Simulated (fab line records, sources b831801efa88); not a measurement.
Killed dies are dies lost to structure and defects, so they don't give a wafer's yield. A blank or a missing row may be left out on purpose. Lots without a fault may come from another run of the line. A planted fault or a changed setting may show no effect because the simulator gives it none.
fab line records | flow sky130
record lots=5 wafers=15 last_day=48
route steps=708 shown CAPM@552 METAL3@555 VIA3@573
lots that met no fault: from a run of the same line without faults
start_h: hours from the record's first day to the start of the lot's first wafer shown | wait_h: hours since the lot's step before | " the same as in the row above | L1.1+2: a row that stands for several wafers | - no value, or no start given | * or withheld: withheld | < > ~ a bound
route shown NAME@n: a module of which the file shows steps, and the number in the route of the first | usual: mean/standard deviation of fault-free wafers | same: alike in all rows | chamber/n: place in a boat | sites: the reading at each site | _std_site: their standard deviation | _edge_site: outer sites' mean less inner sites' | radius_mm: how far each site lies from the wafer's centre | mask NAME#n: copy n | behind: the tool/chamber that last shaped the wafer | hold: why the lot was held/for how many hours/how that ended | device: the transistor (n, p or np) that didn't switch | end of line: the same wafers' tests at the end of the route | a step without rows: its recipe alone | killed: dies lost to structure and defects at the first sort, not the wafer's yield | map: a wafer's dies, x killed, . not, _ none there
set.NAME: the setting as run; set.NAME@STEP: as run at that earlier step | model.NAME: the simulator's own value behind a step, which no gauge read
lots at some steps of the route; a table a step, a row a wafer
services: from which hour (start_h, from the record's first day; less than 0 if before it) a tool's chamber was out of use, for how many hours, and why
## steps
# step SKY_CAPM_STRIP_15
# recipe chemistry=post_etch_residue_remover time_s=1200 temp_c=72.5
# usual bath_guard_temp_C=72.5/0.46 temp_c=72.50/0.12
# same time_s=1200
# columns lot.wafer tool chamber start_h wait_h bath_guard_temp_C temp_c
L074.1 wet_bench-03 2 866.03 0.1 72.7 72.63
L074.2 " 2 " " 72.3 72.27
L074.6 " 2 " " 72.6 72.47
L076.3 wet_bench-03 1 872.13 0.0 72.7 72.37
L076.4 " 1 " " 72.1 72.48
L076.5 " 1 " " 72.5 72.53
L085.2 wet_bench-03 1 945.13 0.1 72.5 72.39
L085.4 " 1 " " 72.5 72.41
L085.5 " 1 " " 72.0 72.38
L086.3 wet_bench-04 0 951.82 0.0 72.7 72.50
L086.4 " 0 " " 72.4 72.41
L086.5 " 0 " " 72.3 72.65
L088.3 wet_bench-04 0 962.23 0.0 72.3 72.58
L088.4 " 0 " " 72.6 72.56
L088.6 " 0 " " 72.4 72.52
# step SKY_CAPM_CLEAN_16
# recipe chemistry=IPA time_s=180 temp_c=25
# usual temp_c=25.04/0.096
# same time_s=180
# columns lot.wafer tool chamber start_h wait_h temp_c
L074.1 wet_bench-02 2 866.37 0.0 25.12
L074.2 " 2 " " 24.97
L074.6 " 2 " " 25.12
L076.3 wet_bench-04 1 872.81 0.0 25.02
L076.4 " 1 " " 25.07
L076.5 " 1 " " 24.96
L085.2 wet_bench-02 2 945.81 0.0 25.21
L085.4 " 2 " " 25.02
L085.5 " 2 " " 25.02
L086.3 wet_bench-02 0 952.16 0.0 25.02
L086.4 " 0 " " 24.99
L086.5 " 0 " " 25.08
L088.3 wet_bench-02 1 962.57 0.0 24.93
L088.4 " 1 " " 25.13
L088.6 " 1 " " 25.04
# step SKY_CAPM_CLEAN_17
# recipe chemistry=O3/DIW dry=n2_spin
# columns lot.wafer tool chamber start_h wait_h
L074.1+2+6 wet_bench-03 3 866.43 0.0
L076.3+4+5 wet_bench-03 2 872.88 0.0
L085.2+4+5 wet_bench-04 2 945.87 0.0
L086.3+4+5 wet_bench-03 1 952.22 0.0
L088.3+4+6 wet_bench-04 0 962.63 0.0
# step SKY_METAL3_DEHYDRATE_05
# recipe temp_c=200 time_s=60
# same time_s=60
# columns lot.wafer tool chamber start_h wait_h
L074.1+2+6 litho_track-01 0 879.10 12.6
L076.3+4+5 litho_track-01 0 885.50 12.4
L085.2+4+5 litho_track-03 0 958.19 12.2
L086.3+4+5 litho_track-03 0 964.37 11.9
L088.3+4+6 litho_track-01 0 975.00 12.3
# step SKY_METAL3_HMDS_06
# recipe prime_time_s=60 prime_temp_c=120
# same prime_time_s=60
# columns lot.wafer tool chamber start_h wait_h
L074.1+2+6 litho_track-01 0 879.25 0.1
L076.3+4+5 litho_track-01 0 885.65 0.1
L085.2+4+5 litho_track-03 0 958.34 0.1
L086.3+4+5 litho_track-03 0 964.52 0.1
L088.3+4+6 litho_track-01 0 975.15 0.1
# step SKY_METAL3_COAT_07
# recipe resist=BARC temp_c=withheld time_s=withheld spin_rpm=3000 resist_thk_nm=60
# columns lot.wafer tool chamber start_h wait_h
L074.1+2+6 litho_track-01 0 879.40 0.1
L076.3+4+5 litho_track-01 0 885.80 0.1
L085.2+4+5 litho_track-03 0 958.49 0.1
L086.3+4+5 litho_track-03 0 964.67 0.1
L088.3+4+6 litho_track-01 0 975.30 0.1
# step SKY_METAL3_COAT_08
# recipe resist=KrF-thick spin_rpm=3000 resist_thk_nm=1140
# columns lot.wafer tool chamber start_h wait_h
L074.1+2+6 litho_track-01 0 - -
L076.3+4+5 litho_track-01 0 - -
L085.2+4+5 litho_track-03 0 - -
L086.3+4+5 litho_track-03 0 - -
L088.3+4+6 litho_track-01 0 - -
# step SKY_METAL3_SOFTBAKE_09
# recipe temp_c=100 time_s=90 resist=KrF-thick
# same time_s=90
# columns lot.wafer tool chamber start_h wait_h
L074.1+2+6 litho_track-01 0 - -
L076.3+4+5 litho_track-01 0 - -
L085.2+4+5 litho_track-03 0 - -
L086.3+4+5 litho_track-03 0 - -
L088.3+4+6 litho_track-01 0 - -
# step SKY_METAL3_EXPOSE_10
# recipe mask_id=MM3 na=0.68 source_shape=annular sigma_inner=0.4 sigma_outer=0.8 target_cd_nm=300 dose_mj=28
# same na=0.68
# columns lot.wafer tool chamber start_h wait_h mask
L074.1+2+6 krf_scanner-01 0 - - MM3#0
L076.3+4+5 krf_scanner-02 0 - - MM3#0
L085.2+4+5 krf_scanner-01 0 - - MM3#0
L086.3+4+5 krf_scanner-02 0 - - MM3#0
L088.3+4+6 krf_scanner-02 0 - - MM3#0
# step SKY_METAL3_PEB_11
# recipe peb_temp_c=withheld peb_time_s=withheld resist=KrF-thick
# columns lot.wafer tool chamber start_h wait_h
L074.1+2+6 litho_track-01 0 - -
L076.3+4+5 litho_track-01 0 - -
L085.2+4+5 litho_track-01 0 - -
L086.3+4+5 litho_track-01 0 - -
L088.3+4+6 litho_track-03 0 - -
# step SKY_METAL3_DEVELOP_12
# recipe develop_time_s=60 resist=KrF-thick dev_temp_c=21
# columns lot.wafer tool chamber start_h wait_h
L074.1+2+6 litho_track-01 0 - -
L076.3+4+5 litho_track-01 0 - -
L085.2+4+5 litho_track-01 0 - -
L086.3+4+5 litho_track-01 0 - -
L088.3+4+6 litho_track-03 0 - -
# step SKY_METAL3_CD_MEAS_13
# recipe target_cd_nm=300
# usual cd_nm=299.6/1.6
# columns lot.wafer tool chamber start_h wait_h cd_nm
L074.1 cd_sem-02 - 892.55 - 298.8
L074.2 " - " " 299.3
L074.6 " - " " 299.9
L076.3 cd_sem-01 - 898.99 - 301.3
L076.4 " - " " 300.8
L076.5 " - " " 301.8
L085.2 cd_sem-01 - 971.47 - 300.3
L085.4 " - " " 301.6
L085.5 " - " " 300.2
L086.3 cd_sem-01 - 978.09 - 298.3
L086.4 " - " " 297.6
L086.5 " - " " 298.3
L088.3 cd_sem-01 - 987.16 - 301.8
L088.4 " - " " 300.7
L088.6 " - " " 300.6
# step SKY_METAL3_OVL_MEAS_14
# usual METAL3_OVL=1/5.2
# columns lot.wafer tool chamber start_h wait_h METAL3_OVL[nm]
L074.1 overlay-01 - 892.67 0.1 -4
L074.2 " - " " -1
L074.6 " - " " 3
L076.3 overlay-02 - 899.08 0.1 -2
L076.4 " - " " -1
L076.5 " - " " -2
L085.2 overlay-02 - 971.58 0.1 9
L085.4 " - " " -1
L085.5 " - " " 15
L086.3 overlay-01 - 978.18 0.1 -5
L086.4 " - " " 0
L086.5 " - " " -9
L088.3 overlay-02 - 987.25 0.1 10
L088.4 " - " " 2
L088.6 " - " " 4
# step SKY_METAL3_DESCUM_15
# recipe chemistry=O2 source_power_w=150 bias_power_w=0 pressure_mtorr=10 temp_c=40 time_s=8
# usual drypump_motor_current_A=5.9/0.47 oes_product_au=1.003/0.011 temp_c=39.99/0.11
# same time_s=8
# columns lot.wafer tool chamber start_h wait_h drypump_motor_current_A oes_product_au rf_hours_counter_h temp_c
L074.1 rie_metal-01 0 892.71 0.0 5.8 0.998 11 39.92
L074.2 " 0 " " 5.8 0.992 - 39.92
L074.6 " 0 " " 5.8 0.992 - 39.93
L076.3 rie_metal-04 1 899.12 0.0 5.0 0.996 - 39.95
L076.4 " 0 " " 5.5 1.014 - 40.13
L076.5 " 0 " " 5.5 1.014 - 39.93
L085.2 rie_metal-01 0 971.61 0.0 5.8 1.000 15 39.97
L085.4 " 0 " " 5.8 0.994 - 40.18
L085.5 " 0 " " 5.8 0.996 - 39.92
L086.3 rie_metal-03 0 978.22 0.0 6.4 0.994 - 40.08
L086.4 " 1 " " 5.3 0.998 - 40.10
L086.5 " 1 " " 5.3 1.000 - 40.01
L088.3 rie_metal-01 1 987.28 0.0 6.4 1.021 - 39.95
L088.4 " 0 " " 5.8 1.004 - 39.75
L088.6 " 0 " " 5.8 1.002 - 39.86
# step SKY_METAL3_ETCH_16
# recipe chemistry=N2/H2 target=BARC ion_energy_ev=200 bias_w=100 pressure_mtorr=30 n2_flow_sccm=100 h2_flow_sccm=200 icp_w=500 stop_on=SiO2 time_s=88.2 target_depth_a=600
# usual drypump_motor_current_A=5.9/0.46 oes_product_au=0.625/0.0048 throttle_valve_pct=13.205/0.0091
# same time_s=88.2
# columns lot.wafer tool chamber start_h wait_h drypump_motor_current_A oes_product_au rf_hours_counter_h throttle_valve_pct
L074.1 rie_metal-01 0 892.77 0.1 5.8 0.617 11 13.199
L074.2 " 0 " " 5.8 0.628 - 13.209
L074.6 " 0 " " 5.8 0.624 - 13.199
L076.3 rie_metal-04 1 899.17 0.0 5.1 0.637 - 13.206
L076.4 " 0 " " 5.5 0.618 - 13.212
L076.5 " 0 " " 5.5 0.626 - 13.220
L085.2 rie_metal-01 0 971.64 0.0 5.8 0.618 15 13.210
L085.4 " 0 " " 5.8 0.624 - 13.208
L085.5 " 0 " " 5.8 0.626 - 13.200
L086.3 rie_metal-03 0 978.27 0.0 6.3 0.636 - 13.199
L086.4 " 1 " " 5.4 0.631 - 13.207
L086.5 " 1 " " 5.4 0.630 - 13.209
L088.3 rie_metal-01 1 987.34 0.0 6.4 0.624 - 13.216
L088.4 " 0 " " 5.8 0.628 - 13.204
L088.6 " 0 " " 5.8 0.623 - 13.208
# step SKY_METAL3_ETCH_17
# recipe target=SiO2 stop_on=TiN chemistry=C4F8/O2/Ar source_w=1500 bias_w=1200 pressure_mtorr=40 c4f8_flow_sccm=withheld O2_flow_sccm=6 Ar_flow_sccm=300 time_s=3.9 target_depth_a=150
# usual oes_product_au=0.756/0.0075
# same time_s=3.9
# columns lot.wafer tool chamber start_h wait_h oes_product_au rf_hours_counter_h
L074.1 rie_diel-02 2 892.97 0.2 0.752 5
L074.2 " 1 " " 0.749 4
L074.6 " 3 " " 0.756 -
L076.3 rie_diel-03 3 899.24 0.0 0.750 17
L076.4 " 0 " " 0.771 24
L076.5 " 1 " " 0.752 -
L085.2 rie_diel-04 1 971.74 0.1 0.763 5
L085.4 " 0 " " 0.757 12
L085.5 " 3 " " 0.753 -
L086.3 rie_diel-03 2 978.34 0.0 0.740 12
L086.4 " 3 " " 0.754 19
L086.5 " 3 " " 0.753 -
L088.3 rie_diel-02 2 987.40 0.0 0.756 8
L088.4 " 0 " " 0.764 21
L088.6 " 0 " " 0.760 -
# step SKY_METAL3_METAL_ETCH_18
# recipe target_depth_a=8450 stop_on=SiO2 over_etch_frac=0.3 time_s=183.1 chemistry=Cl2/BCl3 resist_sidewall_deg=88 pressure_mtorr=10 icp_w=900 bias_w=48.5 Cl2_flow_sccm=60 bcl3_flow_sccm=30
# usual drypump_motor_current_A=5.7/0.47 oes_product_au=0.867/0.0067 throttle_valve_pct=22.263/0.0084
# same time_s=183.1
# columns lot.wafer tool chamber start_h wait_h drypump_motor_current_A oes_product_au rf_hours_counter_h throttle_valve_pct
L074.1 rie_metal-04 0 892.99 0.0 5.5 0.864 13 22.267
L074.2 " 1 " " 5.0 0.873 18 22.265
L074.6 " 1 " " 5.0 0.861 - 22.250
L076.3 rie_metal-03 0 899.31 0.1 6.4 0.875 - 22.266
L076.4 " 1 " " 5.4 0.876 - 22.267
L076.5 " 1 " " 5.4 0.872 - 22.269
L085.2 rie_metal-03 1 971.76 0.0 5.4 0.868 19 22.268
L085.4 " 1 " " 5.4 0.868 - 22.263
L085.5 " 1 " " 5.4 0.864 - 22.283
L086.3 rie_metal-04 0 978.47 0.1 5.5 0.848 - 22.245
L086.4 " 0 " " 5.5 0.864 - 22.270
L086.5 " 0 " " 5.5 0.867 - 22.274
L088.3 rie_metal-04 0 987.54 0.1 5.5 0.878 - 22.258
L088.4 " 0 " " 5.5 0.872 - 22.274
L088.6 " 0 " " 5.5 0.874 - 22.253
# step SKY_METAL3_STRIP_19
# recipe chemistry=O2/N2 power_w=1400 pressure_mtorr=1500 platen_temp_c=withheld o2_flow_sccm=3000 n2_flow_sccm=300 overash_fraction=0.5
# usual drypump_motor_current_A=5.7/0.61 oes_product_au=0.500/0.0055 strip_time_to_endpoint_s=6.49/0.083
# columns lot.wafer tool chamber start_h wait_h drypump_motor_current_A oes_product_au rf_hours_counter_h strip_time_to_endpoint_s
L074.1 plasma_asher-02 1 893.16 0.1 5.5 0.501 102 6.41
L074.2 " 0 " " 6.1 0.505 102 6.47
L074.6 " 0 " " 6.1 0.510 - 6.53
L076.3 plasma_asher-02 1 899.47 0.1 5.5 0.497 - 6.42
L076.4 " 0 " " 6.1 0.496 - 6.48
L076.5 " 1 " " 5.5 0.497 - 6.40
L085.2 plasma_asher-01 0 971.93 0.1 6.4 0.506 23 6.52
L085.4 " 1 " " 5.0 0.501 - 6.51
L085.5 " 1 " " 4.9 0.504 - 6.54
L086.3 plasma_asher-01 1 978.74 0.2 5.0 0.502 - 6.46
L086.4 " 0 " " 6.4 0.497 - 6.43
L086.5 " 0 " " 6.4 0.493 - 6.40
L088.3 plasma_asher-01 0 987.81 0.2 6.4 0.503 - 6.49
L088.4 " 1 " " 5.0 0.506 - 6.49
L088.6 " 0 " " 6.4 0.504 - 6.57
# step SKY_METAL3_STRIP_20
# recipe chemistry=post_etch_residue_remover time_s=1200 temp_c=72.5
# usual bath_guard_temp_C=72.5/0.49 temp_c=72.47/0.12
# same time_s=1200
# columns lot.wafer tool chamber start_h wait_h bath_guard_temp_C temp_c
L074.1 wet_bench-04 0 893.26 0.1 72.8 72.56
L074.2 " 0 " " 72.8 72.48
L074.6 " 0 " " 72.9 72.48
L076.3 wet_bench-02 1 899.53 0.0 72.7 72.45
L076.4 " 1 " " 72.6 72.66
L076.5 " 1 " " 73.3 72.48
L085.2 wet_bench-04 3 972.03 0.1 73.1 72.47
L085.4 " 3 " " 72.8 72.47
L085.5 " 3 " " 73.3 72.60
L086.3 wet_bench-01 0 978.81 0.0 72.7 72.63
L086.4 " 0 " " 72.7 72.68
L086.5 " 0 " " 72.7 72.65
L088.3 wet_bench-04 1 987.88 0.0 72.4 72.40
L088.4 " 1 " " 72.5 72.51
L088.6 " 1 " " 72.5 72.49
# step SKY_METAL3_CLEAN_21
# recipe chemistry=IPA time_s=180 temp_c=25
# usual temp_c=24.99/0.12
# same time_s=180
# columns lot.wafer tool chamber start_h wait_h temp_c
L074.1 wet_bench-01 2 893.60 0.0 24.92
L074.2 " 2 " " 24.89
L074.6 " 2 " " 24.89
L076.3 wet_bench-04 1 899.87 0.0 24.95
L076.4 " 1 " " 24.74
L076.5 " 1 " " 24.92
L085.2 wet_bench-01 3 972.41 0.0 25.14
L085.4 " 3 " " 25.17
L085.5 " 3 " " 25.18
L086.3 wet_bench-04 0 979.18 0.0 24.93
L086.4 " 0 " " 25.00
L086.5 " 0 " " 25.03
L088.3 wet_bench-02 2 988.25 0.0 24.98
L088.4 " 2 " " 25.10
L088.6 " 2 " " 24.95
# step SKY_METAL3_CLEAN_22
# recipe chemistry=O3/DIW dry=n2_spin
# columns lot.wafer tool chamber start_h wait_h
L074.1+2+6 wet_bench-02 0 893.66 0.0
L076.3+4+5 wet_bench-04 2 899.94 0.0
L085.2+4+5 wet_bench-02 1 972.46 0.0
L086.3+4+5 wet_bench-01 0 979.25 0.0
L088.3+4+6 wet_bench-04 1 988.31 0.0
# step SKY_VIA3_HDPCVD_00
# recipe material=SiO2 target_thk_nm=1635 sigma_open_frac=0.3 time_s=272.5 temp_c=400 sih4_flow_sccm=60 pressure_mtorr=6
# same time_s=272.5
# columns lot.wafer tool chamber start_h wait_h
L074.1+2+6 hdpcvd-02 0,1,1 893.75 0.0
L076.3+4+5 hdpcvd-02 1,2,1 900.04 0.0
L085.2+4+5 hdpcvd-01 1,2,0 972.56 0.0
L086.3+4+5 hdpcvd-02 2,0,1 979.35 0.0
L088.3+4+6 hdpcvd-02 0,1,0 988.41 0.0
# step SKY_VIA3_THK_MEAS_01
# recipe reads=SiO2_of_VIA3_HDPCVD_00
# usual VIA3_HDPCVD_THK=1634/17
# columns lot.wafer tool chamber start_h wait_h VIA3_HDPCVD_THK[nm]
L074.1 film_metro-02 - 893.92 0.1 1636
L074.2 " - " " 1649
L074.6 " - " " 1638
L076.3 film_metro-02 - 900.23 0.1 1621
L076.4 " - " " 1624
L076.5 " - " " 1637
L085.2 film_metro-02 - 972.73 0.1 1618
L085.4 " - " " 1610
L085.5 " - " " 1632
L086.3 film_metro-04 - 979.54 0.1 1641
L086.4 " - " " 1637
L086.5 " - " " 1628
L088.3 film_metro-02 - 988.60 0.1 1643
L088.4 " - " " 1635
L088.6 " - " " 1630
# step SKY_VIA3_CMP_02
# recipe material=SiO2 down_force_psi=4 platen_rpm=60 pad_velocity_m_s=0.94248
# usual motor_current_A=11.9/1.1
# columns lot.wafer tool chamber start_h wait_h motor_current_A
L074.1 cmp-01 1 893.98 0.1 11.2
L074.2 " 0 " " 10.0
L074.6 " 2 " " 11.1
L076.4 cmp-02 2 900.37 0.1 13.5
L076.3 " 3 " " 10.6
L076.5 " 0 " " 12.3
L085.4 cmp-01 2 972.78 0.0 12.0
L085.2 " 0 " " 9.4
L085.5 " 2 " " 12.3
L086.4 cmp-02 2 979.58 0.0 14.0
L086.3 " 3 " " 11.1
L086.5 " 2 " " 13.4
L088.3 cmp-01 3 988.69 0.1 11.8
L088.4 " 0 " " 10.1
L088.6 " 2 " " 12.4
# step SKY_VIA3_BOW_MEAS_03
# recipe mode=bow
# usual VIA3_BOW=78/7.1
# columns lot.wafer tool chamber start_h wait_h VIA3_BOW[um]
L074.1 film_metro-03 - 894.28 0.2 75
L074.2 " - " " 86
L074.6 " - " " 86
L076.3 film_metro-02 - 900.61 0.1 76
L076.4 " - " " 77
L076.5 " - " " 76
L085.2 film_metro-04 - 973.10 0.2 92
L085.4 " - " " 95
L085.5 " - " " 97
L086.3 film_metro-02 - 979.92 0.2 74
L086.4 " - " " 77
L086.5 " - " " 65
L088.3 film_metro-02 - 988.98 0.2 81
L088.4 " - " " 83
L088.6 " - " " 73
# step SKY_VIA3_DEHYDRATE_04
# recipe temp_c=200 time_s=60
# same time_s=60
# columns lot.wafer tool chamber start_h wait_h
L074.1+2+6 litho_track-04 0 906.53 12.2
L076.3+4+5 litho_track-04 0 913.08 12.5
L085.2+4+5 litho_track-04 0 984.76 11.6
L086.3+4+5 litho_track-01 0 991.20 11.3
L088.3+4+6 litho_track-03 0 1000.47 11.5
# step SKY_VIA3_HMDS_05
# recipe prime_time_s=60 prime_temp_c=120
# same prime_time_s=60
# columns lot.wafer tool chamber start_h wait_h
L074.1+2+6 litho_track-04 0 906.68 0.1
L076.3+4+5 litho_track-04 0 913.23 0.1
L085.2+4+5 litho_track-04 0 984.91 0.1
L086.3+4+5 litho_track-01 0 991.35 0.1
L088.3+4+6 litho_track-03 0 1000.62 0.1
# step SKY_VIA3_COAT_06
# recipe resist=BARC temp_c=withheld time_s=withheld spin_rpm=3000 resist_thk_nm=60
# columns lot.wafer tool chamber start_h wait_h
L074.1+2+6 litho_track-04 0 906.83 0.1
L076.3+4+5 litho_track-04 0 913.38 0.1
L085.2+4+5 litho_track-04 0 985.06 0.1
L086.3+4+5 litho_track-01 0 991.50 0.1
L088.3+4+6 litho_track-03 0 1000.77 0.1
# step SKY_VIA3_COAT_07
# recipe resist=KrF-thick spin_rpm=3000 resist_thk_nm=450
# columns lot.wafer tool chamber start_h wait_h
L074.1+2+6 litho_track-04 0 - -
L076.3+4+5 litho_track-04 0 - -
L085.2+4+5 litho_track-04 0 - -
L086.3+4+5 litho_track-01 0 - -
L088.3+4+6 litho_track-03 0 - -
# step SKY_VIA3_SOFTBAKE_08
# recipe temp_c=100 time_s=90 resist=KrF-thick
# same time_s=90
# columns lot.wafer tool chamber start_h wait_h
L074.1+2+6 litho_track-04 0 - -
L076.3+4+5 litho_track-04 0 - -
L085.2+4+5 litho_track-04 0 - -
L086.3+4+5 litho_track-01 0 - -
L088.3+4+6 litho_track-03 0 - -
# step SKY_VIA3_EXPOSE_09
# recipe mask_id=VIM3 na=0.8 source_shape=annular sigma_inner=0.55 sigma_outer=0.85 target_cd_nm=200 dose_mj=38
# same na=0.8
# columns lot.wafer tool chamber start_h wait_h mask
L074.1+2+6 krf_scanner-02 0 - - VIM3#0
L076.3+4+5 krf_scanner-01 0 - - VIM3#0
L085.2+4+5 krf_scanner-02 0 - - VIM3#0
L086.3+4+5 krf_scanner-01 0 - - VIM3#0
L088.3+4+6 krf_scanner-01 0 - - VIM3#0
# step SKY_VIA3_PEB_10
# recipe peb_temp_c=withheld peb_time_s=withheld resist=KrF-thick
# columns lot.wafer tool chamber start_h wait_h
L074.1+2+6 litho_track-03 0 - -
L076.3+4+5 litho_track-01 0 - -
L085.2+4+5 litho_track-01 0 - -
L086.3+4+5 litho_track-03 0 - -
L088.3+4+6 litho_track-04 0 - -
# step SKY_VIA3_DEVELOP_11
# recipe develop_time_s=60 resist=KrF-thick dev_temp_c=21
# columns lot.wafer tool chamber start_h wait_h
L074.1+2+6 litho_track-03 0 - -
L076.3+4+5 litho_track-01 0 - -
L085.2+4+5 litho_track-01 0 - -
L086.3+4+5 litho_track-03 0 - -
L088.3+4+6 litho_track-04 0 - -
# step SKY_VIA3_CD_MEAS_12
# recipe target_cd_nm=200
# usual cd_nm=200.0/1.4
# columns lot.wafer tool chamber start_h wait_h cd_nm
L074.1 cd_sem-02 - 920.67 - 197.6
L074.2 " - " " 198.7
L074.6 " - " " 199.3
L076.3 cd_sem-01 - 926.69 - 200.2
L076.4 " - " " 199.5
L076.5 " - " " 199.9
L085.2 cd_sem-02 - 997.57 - 199.8
L085.4 " - " " 198.9
L085.5 " - " " 199.9
L086.3 cd_sem-02 - 1003.71 - 197.7
L086.4 " - " " 197.9
L086.5 " - " " 198.1
L088.3 cd_sem-02 - 1012.07 - 202.7
L088.4 " - " " 202.2
L088.6 " - " " 201.5
# step SKY_VIA3_OVL_MEAS_13
# usual VIA3_OVL=-4/5.1
# columns lot.wafer tool chamber start_h wait_h VIA3_OVL[nm]
L074.1 overlay-01 - 920.79 0.1 -4
L074.2 " - " " -7
L074.6 " - " " -6
L076.3 overlay-01 - 926.78 0.1 1
L076.4 " - " " -8
L076.5 " - " " -8
L085.2 overlay-02 - 997.68 0.1 6
L085.4 " - " " 4
L085.5 " - " " -1
L086.3 overlay-01 - 1003.80 0.1 -5
L086.4 " - " " -5
L086.5 " - " " -8
L088.3 overlay-02 - 1012.16 0.1 0
L088.4 " - " " -7
L088.6 " - " " -5
# step SKY_VIA3_ETCH_14
# recipe chemistry=N2/H2 target=BARC ion_energy_ev=200 source_w=500 bias_w=100 pressure_mtorr=30 n2_flow_sccm=100 h2_flow_sccm=200 stop_on=SiO2 time_s=45.9 target_depth_a=600
# usual drypump_motor_current_A=5.8/0.36 oes_product_au=0.853/0.0047 throttle_valve_pct=13.223/0.0088
# same time_s=45.9
# columns lot.wafer tool chamber start_h wait_h drypump_motor_current_A oes_product_au rf_hours_counter_h throttle_valve_pct
L074.1 rie_diel-01 2 920.82 0.0 5.9 0.858 17 13.225
L074.2 " 3 " " 5.6 0.858 25 13.222
L074.6 " 2 " " 5.9 0.850 - 13.227
L076.3 rie_diel-02 3 926.81 0.0 6.0 0.862 15 13.219
L076.4 " 2 " " 6.4 0.856 6 13.213
L076.5 " 2 " " 6.4 0.850 - 13.211
L085.2 rie_diel-01 2 997.71 0.0 5.9 0.857 19 13.233
L085.4 " 1 " " 6.0 0.852 - 13.224
L085.5 " 2 " " 6.0 0.853 - 13.230
L086.3 rie_diel-02 2 1003.82 0.0 6.4 0.849 9 13.214
L086.4 " 3 " " 6.0 0.855 16 13.228
L086.5 " 0 " " 5.3 0.851 - 13.238
L088.3 rie_diel-02 2 1012.21 0.0 6.4 0.851 - 13.227
L088.4 " 1 " " 5.5 0.852 - 13.228
L088.6 " 1 " " 5.5 0.852 - 13.232
# step SKY_VIA3_ETCH_15
# recipe target=SiO2 chemistry=C4F8/O2/Ar target_depth_nm=507 stop_on=TiN mask_material=KrF-thick source_w=1500 bias_w=1200 pressure_mtorr=40 c4f8_flow_sccm=withheld O2_flow_sccm=6 Ar_flow_sccm=300 time_s=78
# usual oes_product_au=0.946/0.0049
# same time_s=78
# columns lot.wafer tool chamber start_h wait_h oes_product_au
L074.1 rie_diel-01 2 920.86 0.0 0.945
L074.2 " 3 " " 0.947
L074.6 " 2 " " 0.943
L076.3 rie_diel-02 3 926.85 0.0 0.948
L076.4 " 2 " " 0.941
L076.5 " 2 " " 0.944
L085.2 rie_diel-01 2 997.77 0.0 0.954
L085.4 " 1 " " 0.940
L085.5 " 2 " " 0.946
L086.3 rie_diel-02 2 1003.87 0.0 0.948
L086.4 " 3 " " 0.949
L086.5 " 0 " " 0.946
L088.3 rie_diel-02 2 1012.28 0.1 0.952
L088.4 " 1 " " 0.945
L088.6 " 1 " " 0.952
# step SKY_VIA3_STRIP_16
# recipe chemistry=O2/N2 power_w=1400 pressure_mtorr=1500 platen_temp_c=withheld o2_flow_sccm=3000 n2_flow_sccm=300 overash_fraction=0.5
# usual drypump_motor_current_A=5.7/0.54 oes_product_au=0.401/0.0045 strip_time_to_endpoint_s=4.122/0.022
# columns lot.wafer tool chamber start_h wait_h drypump_motor_current_A oes_product_au rf_hours_counter_h strip_time_to_endpoint_s
L074.1 plasma_asher-04 1 920.92 0.0 5.2 0.400 49 4.142
L074.2 " 0 " " 6.1 0.403 49 4.145
L074.6 " 0 " " 6.1 0.401 - 4.133
L076.3 plasma_asher-03 1 926.94 0.1 5.7 0.397 - 4.149
L076.4 " 0 " " 5.8 0.397 - 4.104
L076.5 " 0 " " 5.8 0.394 - 4.149
L085.2 plasma_asher-03 0 997.86 0.1 5.8 0.403 87 4.151
L085.4 " 0 " " 5.7 0.407 - 4.141
L085.5 " 0 " " 5.7 0.403 - 4.177
L086.3 plasma_asher-04 1 1003.96 0.1 5.3 0.401 - 4.100
L086.4 " 0 " " 6.1 0.404 - 4.106
L086.5 " 1 " " 5.2 0.398 - 4.089
L088.3 plasma_asher-01 1 1012.37 0.1 5.0 0.393 - 4.119
L088.4 " 0 " " 6.4 0.409 - 4.098
L088.6 " 1 " " 5.0 0.399 - 4.121
# step SKY_VIA3_STRIP_17
# recipe chemistry=post_etch_residue_remover time_s=1200 temp_c=72.5
# usual bath_guard_temp_C=72.3/0.36 temp_c=72.51/0.11
# same time_s=1200
# columns lot.wafer tool chamber start_h wait_h bath_guard_temp_C temp_c
L074.1 wet_bench-03 1 921.02 0.1 72.1 72.57
L074.2 " 1 " " 72.6 72.47
L074.6 " 1 " " 72.2 72.60
L076.3 wet_bench-04 0 927.01 0.0 72.1 72.37
L076.4 " 0 " " 72.7 72.73
L076.5 " 0 " " 72.5 72.62
L085.2 wet_bench-03 2 997.96 0.1 72.4 72.49
L085.4 " 2 " " 72.3 72.45
L085.5 " 2 " " 72.3 72.37
L086.3 wet_bench-01 1 1004.03 0.0 72.3 72.24
L086.4 " 1 " " 72.1 72.51
L086.5 " 1 " " 72.1 72.34
L088.3 wet_bench-01 2 1012.44 0.0 71.6 72.63
L088.4 " 2 " " 71.8 72.60
L088.6 " 2 " " 72.0 72.47
## services
# columns tool chamber start_h hours kind
krf_scanner-01 - 845.24 3.6 pm
rie_metal-04 1 854.78 7.0 repair
krf_scanner-02 - 859.39 8.4 repair
rie_metal-01 - 859.83 2.8 pm
krf_scanner-01 - 867.83 11.6 pm
wet_bench-01 - 876.34 1.2 repair
wet_bench-04 - 882.45 3.7 repair
krf_scanner-01 - 885.42 1.3 pm
rie_diel-02 1 893.04 2.9 repair
wet_bench-01 - 899.66 4.4 pm
rie_metal-01 - 906.76 0.6 repair
krf_scanner-02 - 911.59 2.3 repair
rie_diel-02 3 939.96 7.9 repair
rie_diel-02 - 952.82 0.4 repair
krf_scanner-01 - 961.70 0.7 repair
krf_scanner-02 - 968.12 1.0 pm
rie_metal-04 1 973.86 20.2 repair
krf_scanner-02 - 977.14 1.3 pm
krf_scanner-01 - 983.72 4.0 pm
krf_scanner-02 - 987.77 0.8 pm
rie_metal-01 - 995.90 0.2 repair
rie_diel-02 - 998.90 0.4 repair
rie_diel-02 3 1005.23 8.1 repair
rie_diel-02 0 1007.88 15.0 repair
## key
fault none
